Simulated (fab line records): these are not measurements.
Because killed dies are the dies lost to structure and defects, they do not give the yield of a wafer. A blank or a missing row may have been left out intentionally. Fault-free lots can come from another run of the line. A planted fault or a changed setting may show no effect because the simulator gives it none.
A lot that was struck, set against a sound lot :: flow gf180mcu :: 17 out of 602 route steps
Sound: these wafers, L772.2, L772.3, L772.4. Wafers struck: L790.2, L790.3, L790.5. The cause is given at the end.
For every step that has rows: the tool of each side, followed by ch and its chambers, followed by its first start. Under that, the readings that differ: sound wafers :: struck wafers :: difference of the means :: sigmas: that difference in standard deviations of wafers without a fault.
alike: same words and numbers on both sides, and readings whose means sit less than 2 such deviations apart. not compared: any withheld reading, any reading some wafer has no value for, any bound like >300 that may hide the same value, and any number with overlapping values for which the record gives no deviation.
Wherever a step has rows on one side only, a row that says differs or no value, or a row with sigmas, the two part there. When numbers do not overlap yet have no deviation, they are printed without sigmas and do not part them. A reading missing from all wafers of one side parts the sides only when that side holds two or more wafers.

first, 3 steps without rows for these wafers: GF_MVSD_EXPOSE_04 (exposes mask MVSD, target cd 1000 nm); GF_MVSD_PEB_05; GF_MVSD_DEVELOP_06 (develop time 60 s).
GF_MVSD_OVL_MEAS_07:
  sound: overlay-02 at day 4 09:43; struck: overlay-01 at day 8 22:43
  alike: MVSD_OVL
then, 2 steps without rows for these wafers: GF_MVSD_IMPLANT_08; GF_MVSD_IMPLANT_09.
GF_MVSD_STRIP_10: strips in O2/N2.
  sound on plasma-asher-02 ch 0,1, day 4 10:03; struck on plasma-asher-03 ch 1, day 8 23:02
reading: heater-power-w (W)
sound: 407 413 400
struck: 323 328 327
difference: -81
sigmas: -2

reading: n2-flow-sccm (sccm)
sound: 300.2 298.2 298.6
struck: 299.8 301.1 301.3
difference: +1.7
sigmas: +2

reading: o2-flow-sccm (sccm)
sound: 2972 2984 2984
struck: 3000 2998 3007
difference: +22
sigmas: +2

reading: strip-time-to-endpoint-s (s)
sound: 36.95 36.85 36.96
struck: 37.17 37.10 37.15
difference: +0.22
sigmas: +2
  alike: drypump-motor-current-A, oes-product-au
  not compared: rf-hours-counter-h
GF_MVSD_TW_MEAS_11:
  sound: film-metro-03 at day 4 10:10; struck: film-metro-03 at day 8 23:09
  alike: MVSD_TW
then, 4 steps without rows for these wafers: GF_MVPSD_DEHYDRATE_00 (time 60 s); GF_MVPSD_HMDS_01 (prime time 60 s); GF_MVPSD_COAT_02 (resist thk 3000 nm); GF_MVPSD_SOFTBAKE_03.
GF_MVPSD_EXPOSE_04: exposes mask MVPSD, target cd 1000 nm.
  sound on iline-stepper-01 ch 0, day 4 16:49; struck on iline-stepper-01 ch 0, day 9 07:24
reading: model.MVPSD.overlay-x-nm (nm)
sound: -0.7025 -0.7025 -0.7025
struck: 104 104 104
difference: +105
sigmas: 
  alike: mask, focus-offset-nm, stage-vel-mm-s
then, 2 steps without rows for these wafers: GF_MVPSD_PEB_05; GF_MVPSD_DEVELOP_06 (develop time 60 s).
GF_MVPSD_OVL_MEAS_07:
  sound: overlay-01 at day 4 23:09; struck: overlay-02 at day 9 15:54
reading: MVPSD_OVL (nm)
sound: -1.6 0.2 -1.8
struck: 103.6 102.8 102.7
difference: +104.1
sigmas: +74
  not compared: hold
GF_PASSIVATION_PROBE_99:
  sound wafers here have rows in the record (prober-02, day 28 23:56); struck ones have none

WHERE THEY PART
Earliest at GF_MVSD_STRIP_10; latest, in this record, at GF_PASSIVATION_PROBE_99.

WHY: what had been put in by the simulator
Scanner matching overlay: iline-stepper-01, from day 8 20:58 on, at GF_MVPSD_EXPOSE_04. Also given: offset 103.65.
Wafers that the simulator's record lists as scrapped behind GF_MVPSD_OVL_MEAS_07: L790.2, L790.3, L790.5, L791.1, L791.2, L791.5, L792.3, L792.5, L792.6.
